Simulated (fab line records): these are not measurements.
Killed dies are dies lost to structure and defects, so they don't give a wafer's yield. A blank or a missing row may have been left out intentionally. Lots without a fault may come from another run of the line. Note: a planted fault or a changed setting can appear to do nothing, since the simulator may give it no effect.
A struck lot beside a sound one ; flow gf180mcu ; 20 steps out of a route of 602
Sound: wafers L583.4, L583.5, L583.6. The struck wafers were L590.2, L590.5, L590.6. At the end, the cause is stated.
At each step with rows: each side's tool, then ch and its chambers, then its first start. Under that, the readings that differ: sound wafers ; struck wafers ; difference of the means ; sigmas: that difference in standard deviations of wafers without a fault.
alike: readings whose means differ by less than 2 such deviations, and words and numbers that are the same on both sides. not compared: withheld readings, readings that some wafer has no value for, bounds like >300 that may hide the same value, and numbers for which the record gives no deviation and whose values overlap.
A row with sigmas, a row that says differs or no value, or rows on one side alone: a step with any of these is where the two part. Numbers that have no deviation but don't overlap get no sigmas and don't part them. A reading that every wafer of one side lacks parts them only if that side has two wafers or more.

first, 1 step without rows for these wafers: GF_CONTACT_CVD_00 (deposits SiO2, target thk 300 nm, time 50 s).
GF_CONTACT_THK_MEAS_01:
  sound on film-metro-04, day 17 02:02; struck on film-metro-03, day 19 16:42
  alike: CONTACT_CVD_00_THK
GF_CONTACT_CVD_02: deposits SiO2 from TEOS, target thk 860 nm, time 95.992 s.
  sound on pecvd-02 ch 0,1,2, day 17 02:07; struck on pecvd-04 ch 0,1,2, day 19 16:45
  alike: heater-power-w
GF_CONTACT_THK_MEAS_03:
  sound on film-metro-01, day 17 02:10; struck on film-metro-03, day 19 16:50
  alike: CONTACT_CVD_02_THK
GF_CONTACT_CMP_04: polishes SiO2.
  sound on cmp-01 ch 2,3, day 17 02:15; struck on cmp-01 ch 1,2, day 19 16:56
  alike: motor-current-A, time-to-endpoint-s
GF_CONTACT_BOW_MEAS_05:
  sound on film-metro-04, day 17 02:34; struck on film-metro-04, day 19 17:12
  alike: CONTACT_BOW
then, 6 steps without rows for these wafers: GF_CONTACT_DEHYDRATE_06 (time 60 s); GF_CONTACT_HMDS_07 (prime time 60 s); GF_CONTACT_COAT_08; GF_CONTACT_COAT_09 (resist thk 1000 nm); GF_CONTACT_SOFTBAKE_10 (time 60 s); GF_CONTACT_EXPOSE_11 (exposes mask Contact, target cd 220 nm).
GF_CONTACT_PEB_12: peb time 90 s.
  sound on litho-track-04 ch 0, day 18 01:03; struck on litho-track-04 ch 0, day 20 17:08
  alike: heater-power-total-W
then, 1 step without rows for these wafers: GF_CONTACT_DEVELOP_13 (develop time 60 s).
GF_CONTACT_CD_MEAS_14: the cd target is 220 nm.
  sound on cd-sem-02, day 18 01:22; struck on cd-sem-02, day 20 17:28
reading;sound;struck;difference;sigmas
cd-nm (nm);219.7 220.6 219.8;225.2 224.3 225.4;+4.9;+4
GF_CONTACT_OVL_MEAS_15:
  sound on overlay-01, day 18 01:26; struck on overlay-01, day 20 17:35
  alike: CONTACT_OVL
GF_CONTACT_ETCH_16: etches BARC in N2/H2.
  sound on rie-diel-01 ch 0,2,3, day 18 01:29; struck on rie-diel-01 ch 1,2, day 20 17:37
reading;sound;struck;difference;sigmas
model.CONTACT.cd-nm (nm);217.5 218 220.6;223.3 222.7 225.7;+5.2;
  alike: drypump-motor-current-A, h2-flow-sccm, oes-product-au, throttle-valve-pct
GF_CONTACT_ETCH_17: etches SiO2 in C4F8/O2/Ar, stops on CoSi2, target depth 860 nm.
  sound: rie-diel-01 ch 0,2,3; struck: rie-diel-01 ch 1,2
reading;sound;struck;difference;sigmas
model.CONTACT.cd-nm (nm);217.9 218.1 221.8;223.3 222.8 226.4;+4.9;
  alike: oes-product-au
GF_CONTACT_STRIP_18: strips in O2/N2.
  sound on plasma-asher-03 ch 0,1, day 18 01:39; struck on plasma-asher-02 ch 0,1, day 20 17:46
  alike: drypump-motor-current-A, heater-power-w, oes-product-au
  not compared: rf-hours-counter-h
next, for these wafers, 1 step has no rows: GF_PASSIVATION_PROBE_99.

WHERE THEY PART
Within this record, at GF_CONTACT_CD_MEAS_14 only. Later steps at which nothing parts them and some readings are alike: GF_CONTACT_OVL_MEAS_15, GF_CONTACT_ETCH_16, GF_CONTACT_ETCH_17, GF_CONTACT_STRIP_18.

WHY: the cause the simulator had injected
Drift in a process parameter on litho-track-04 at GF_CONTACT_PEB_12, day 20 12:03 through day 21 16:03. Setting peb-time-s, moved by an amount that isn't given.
